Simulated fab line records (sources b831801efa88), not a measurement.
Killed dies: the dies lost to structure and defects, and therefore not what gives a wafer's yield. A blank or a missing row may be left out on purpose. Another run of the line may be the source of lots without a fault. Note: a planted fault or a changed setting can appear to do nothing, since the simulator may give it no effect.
The tool behind it: which one?	flow gf180mcu	15 lots, 45 wafers sampled, at 8 steps of a route of 602

== WHAT THE GAUGES READ, wafer by wafer ==
GF_STI_THK_MEAS_22.
lot	measured	on	STI_OXIDATION_01_THK (nm)
L282	day 2 04:20	film_metro-01	14.56 14.35 14.38
L283	day 2 08:39	film_metro-01	15.16 14.93 15.16
L286	day 3 01:02	film_metro-03	15.26 15.00 15.35
L287	day 3 04:58	film_metro-03	14.94 14.74 14.77
L291	day 4 01:55	film_metro-04	15.03 14.88 14.71
L292	day 4 08:59	film_metro-01	15.20 15.16 15.06
L293	day 4 12:08	film_metro-01	15.19 15.09 15.18
L294	day 4 16:01	film_metro-01	14.95 15.08 14.77
L297	day 5 08:26	film_metro-01	14.70 14.56 15.08
L300	day 6 00:19	film_metro-03	14.34 14.19 14.52
L301	day 6 05:04	film_metro-03	14.94 15.06 15.14
L302	day 6 12:39	film_metro-01	14.97 15.11 15.00
L303	day 6 15:06	film_metro-01	14.92 14.86 14.84
L304	day 6 20:25	film_metro-01	14.69 15.06 14.89
L305	day 7 01:32	film_metro-03	14.43 14.82 14.68

GF_STI_THK_MEAS_30.
lot	measured	on	STI_OXIDATION_02_THK (nm)
L282	day 2 06:53	film_metro-03	9.96 10.12 10.02
L283	day 2 11:11	film_metro-01	9.83 9.93 9.83
L286	day 3 03:31	film_metro-01	10.15 9.90 9.90
L287	day 3 07:28	film_metro-01	9.96 10.10 9.87
L291	day 4 05:13	film_metro-04	9.76 10.00 9.98
L292	day 4 11:30	film_metro-03	9.91 10.05 9.75
L293	day 4 14:38	film_metro-04	10.05 10.05 10.04
L294	day 4 18:31	film_metro-01	10.18 9.99 10.11
L297	day 5 10:56	film_metro-01	9.86 9.80 9.90
L300	day 6 03:06	film_metro-04	9.77 9.80 9.95
L301	day 6 08:01	film_metro-01	10.34 10.21 10.30
L302	day 6 15:10	film_metro-01	9.99 9.97 9.86
L303	day 6 19:17	film_metro-04	10.08 10.08 10.33
L304	day 7 00:04	film_metro-03	9.69 9.77 9.82
L305	day 7 04:07	film_metro-04	10.00 10.08 9.99

GF_MVPSD_OVL_MEAS_07.
lot	measured	on	MVPSD_OVL (nm)
L282	day 5 01:06	overlay-02	0.1 0.4 1.7
L283	day 5 05:34	overlay-02	-1.7 0.8 -0.1
L286	day 5 23:42	overlay-02	-1.5 0.5 -1.3
L287	day 6 04:07	overlay-01	1.1 0.3 0.0
L291	day 7 05:42	overlay-01	- - -
L292	day 7 12:18	overlay-01	- - -
L293	day 7 18:07	overlay-01	- - -
L294	day 7 19:04	overlay-01	2.2 0.7 1.4
L297	day 8 17:42	overlay-01	-1.6 -1.4 -0.6
L300	day 9 11:13	overlay-02	-0.6 -0.5 -0.6
L301	day 9 17:25	overlay-01	-2.3 -1.8 -1.3
L302	day 10 00:55	overlay-01	-0.3 -0.4 -0.8
L303	day 10 05:42	overlay-01	0.9 -0.4 -0.8
L304	day 10 11:06	overlay-02	2.5 1.4 -0.5
L305	day 10 16:19	overlay-01	-0.7 0.5 0.7

GF_VT_IMPLANT_TW_MEAS_10.
lot	measured	on	VT_IMPLANT_TW
L282	day 5 15:46	film_metro-02	570 573 572
L283	day 5 20:18	film_metro-02	568 573 567
L286	day 6 15:35	film_metro-03	565 564 567
L287	day 6 19:22	film_metro-02	570 567 571
L291	day 7 22:11	film_metro-03	695 693 690 693 695 690
L292	day 8 04:17	film_metro-01	693 696 695 695 698 693
L293	day 8 11:51	film_metro-02	698 699 698 698 699 699
L294	day 8 11:59	film_metro-02	568 567 566
L297	day 9 10:41	film_metro-01	559 563 561
L300	day 10 04:47	film_metro-02	567 567 571
L301	day 10 11:33	film_metro-01	565 562 559
L302	day 10 19:21	film_metro-01	562 565 560
L303	day 11 01:23	film_metro-02	568 572 570
L304	day 11 05:38	film_metro-03	565 565 562
L305	day 11 11:31	film_metro-01	561 559 561

GF_VT_IMPLANT_TW_MEAS_21.
lot	measured	on	VT_IMPLANT_2_TW
L282	day 6 06:20	film_metro-02	1228 1228 1230
L283	day 6 11:15	film_metro-03	1216 1221 1210
L286	day 7 07:05	film_metro-01	1209 1212 1210
L287	day 7 11:16	film_metro-03	1213 1213 1210
L291	day 8 15:53	film_metro-02	1256 1256 1258 1257 1254 1253
L292	day 8 20:50	film_metro-02	1264 1257 1256 1258 1251 1259
L293	day 9 04:15	film_metro-02	1267 1265 1255 1252 1255 1252
L294	day 9 04:14	film_metro-01	1215 1218 1212
L297	day 10 04:05	film_metro-02	1227 1229 1226
L300	day 10 22:17	film_metro-01	1213 1213 1219
L301	day 11 05:57	film_metro-01	1208 1207 1209
L302	day 11 14:00	film_metro-02	1223 1232 1226
L303	day 11 20:20	film_metro-02	1224 1227 1229
L304	day 12 00:35	film_metro-02	1226 1225 1227
L305	day 12 06:19	film_metro-01	1206 1199 1202

GF_VT_IMPLANT_TW_MEAS_32.
lot	measured	on	VT_IMPLANT_3_TW
L282	day 6 21:08	film_metro-01	267.6 265.6 266.9
L283	day 7 02:48	film_metro-03	269.5 268.2 268.9
L286	day 7 23:05	film_metro-01	267.8 267.1 268.8
L287	day 8 03:04	film_metro-03	270.0 270.6 270.0
L291	day 9 08:32	film_metro-03	569.6 571.8 571.4 570.3 568.7 568.2
L292	day 9 13:11	film_metro-03	571.3 568.6 572.3 568.7 570.0 568.3
L293	day 9 21:06	film_metro-01	567.2 567.4 572.4 568.2 567.7 564.4
L294	day 9 21:23	film_metro-03	268.6 267.9 268.1
L297	day 10 21:20	film_metro-01	268.4 268.5 267.6
L300	day 11 16:47	film_metro-01	267.6 267.5 267.6
L301	day 12 00:42	film_metro-01	265.5 267.6 267.8
L302	day 12 09:21	film_metro-03	268.7 270.8 268.9
L303	day 12 15:59	film_metro-01	267.0 266.3 266.5
L304	day 12 20:23	film_metro-01	266.9 266.8 266.8
L305	day 13 02:22	film_metro-02	270.5 270.8 269.5

== WHICH TOOL RAN EACH LOT (tool, then ch and the chambers of the sampled wafers, then the start) ==
lot	GF_MVPSD_COAT_02	GF_VT_IMPLANT_STRIP_31
L282	litho_track-01 ch 0, day 4 18:15	plasma_asher-02 ch 0,1, day 6 21:02
L283	litho_track-01 ch 0, day 4 23:02	plasma_asher-04 ch 0,1, day 7 02:41
L286	litho_track-04 ch 0, day 5 16:37	plasma_asher-02 ch 0, day 7 22:59
L287	litho_track-04 ch 0, day 5 20:34	plasma_asher-01 ch 0,1, day 8 02:58
L291	litho_track-01, day 6 22:15	plasma_asher-04 ch 0,1, day 9 08:26
L292	litho_track-04, day 7 04:01	plasma_asher-04 ch 0,1, day 9 13:05
L293	litho_track-04, day 7 10:02	plasma_asher-04 ch 0,1, day 9 20:59
L294	litho_track-04 ch 0, day 7 11:01	plasma_asher-02 ch 0,1, day 9 21:17
L297	litho_track-01 ch 0, day 8 09:21	plasma_asher-01 ch 0,1, day 10 21:14
L300	litho_track-04 ch 0, day 9 02:46	plasma_asher-01 ch 0,1, day 11 16:41
L301	litho_track-01 ch 0, day 9 08:35	plasma_asher-04 ch 0,1, day 12 00:35
L302	litho_track-04 ch 0, day 9 16:08	plasma_asher-02 ch 0,1, day 12 09:14
L303	litho_track-01 ch 0, day 9 20:57	plasma_asher-02 ch 0,1, day 12 15:53
L304	litho_track-02 ch 0, day 10 01:54	plasma_asher-02 ch 0,1, day 12 20:17
L305	litho_track-04 ch 0, day 10 07:32	plasma_asher-04 ch 0,1, day 13 02:16
- GF_MVPSD_COAT_02: resist thk 3000 nm.
- GF_VT_IMPLANT_STRIP_31: strips in O2/N2.

== AS READ BY THE TOOLS THEMSELVES (means over the sampled wafers that have a number; for cases with no such wafer, the mark the record gives instead) ==
GF_MVPSD_COAT_02.
lot	tool	chill_plate_temp_C (C)	dispense_pressure_kPa (kPa)	spin_speed_rpm (rpm)
L282	litho_track-01	23.06	56	1999.4
L283	litho_track-01	22.98	56	1999.2
L286	litho_track-04	23.04	47	1999.8
L287	litho_track-04	22.80	47	2000.8
L291	litho_track-01	-	-	-
L292	litho_track-04	-	-	-
L293	litho_track-04	-	-	-
L294	litho_track-04	23.05	47	1999.4
L297	litho_track-01	22.92	56	1999.7
L300	litho_track-04	23.14	47	1998.5
L301	litho_track-01	23.06	56	2001.4
L302	litho_track-04	22.96	47	2000.5
L303	litho_track-01	23.05	56	2001.0
L304	litho_track-02	22.97	52	2001.2
L305	litho_track-04	23.15	47	1999.5

GF_VT_IMPLANT_STRIP_31.
lot	tool	chamber_pressure_mTorr (mTorr)	drypump_motor_current_A (A)	heater_power_w (W)	oes_product_au (a.u.)	strip_time_to_endpoint_s (s)
L282	plasma_asher-02	1499.5	5.5	325	0.718	12.65
L283	plasma_asher-04	1500.1	5.5	336	0.711	12.65
L286	plasma_asher-02	1500.9	5.4	292	0.714	12.68
L287	plasma_asher-01	1499.4	6.0	349	0.711	12.60
L291	plasma_asher-04	1500.1	5.5	308	0.715	12.59
L292	plasma_asher-04	1499.7	5.5	337	0.716	12.65
L293	plasma_asher-04	1499.4	5.5	310	0.715	12.67
L294	plasma_asher-02	1501.5	5.7	351	0.713	12.65
L297	plasma_asher-01	1500.3	6.0	349	0.716	12.70
L300	plasma_asher-01	1500.0	6.0	350	0.717	12.65
L301	plasma_asher-04	1499.6	5.5	313	0.717	12.63
L302	plasma_asher-02	1500.3	5.5	328	0.712	12.64
L303	plasma_asher-02	1500.3	5.5	324	0.717	12.61
L304	plasma_asher-02	1499.8	5.7	355	0.712	12.63
L305	plasma_asher-04	1499.4	5.5	309	0.719	12.68

== THE ANSWER, worked out from the rows above alone ==
Rule: usual is defined by the lots themselves. Put in order of their means at a reading, lots are off if they are a third of the lots or fewer, leave a main group of 4 or more, and stand apart from it by a gap of 3 or more times the standard deviation of the main group's means; of several such gaps the widest counts. A main group is skipped when, at the precision printed for the reading in the tables above, its means are all equal. Also off: a lot with no number at a reading for which 4 or more lots have one. The other lots that the step has rows for count as sound. Order of review: gauges by route order, followed by the tools' own readings, for which a lot's mean as printed above is used. The first step at which some lot is off is used, and at that step the reading that is off furthest; a lot without a number counts as furthest.
Off: L291, L292, L293, at GF_MVPSD_OVL_MEAS_07 (MVPSD_OVL). Without a number there: L291, L292, L293. The main group: mean -0.1 nm, standard deviation 0.91.
If a tool, at a process step before that reading, ran all the lots that are off and no sound lot after the first of them, it fits. Not tried: the gauges at GF_MVPSD_OVL_MEAS_07; whatever is off there is also off at GF_VT_IMPLANT_TW_MEAS_10, on other tools, and gauge error can't account for it. None of those tried fits.

== WHAT WAS PUT IN BY THE SIMULATOR ==
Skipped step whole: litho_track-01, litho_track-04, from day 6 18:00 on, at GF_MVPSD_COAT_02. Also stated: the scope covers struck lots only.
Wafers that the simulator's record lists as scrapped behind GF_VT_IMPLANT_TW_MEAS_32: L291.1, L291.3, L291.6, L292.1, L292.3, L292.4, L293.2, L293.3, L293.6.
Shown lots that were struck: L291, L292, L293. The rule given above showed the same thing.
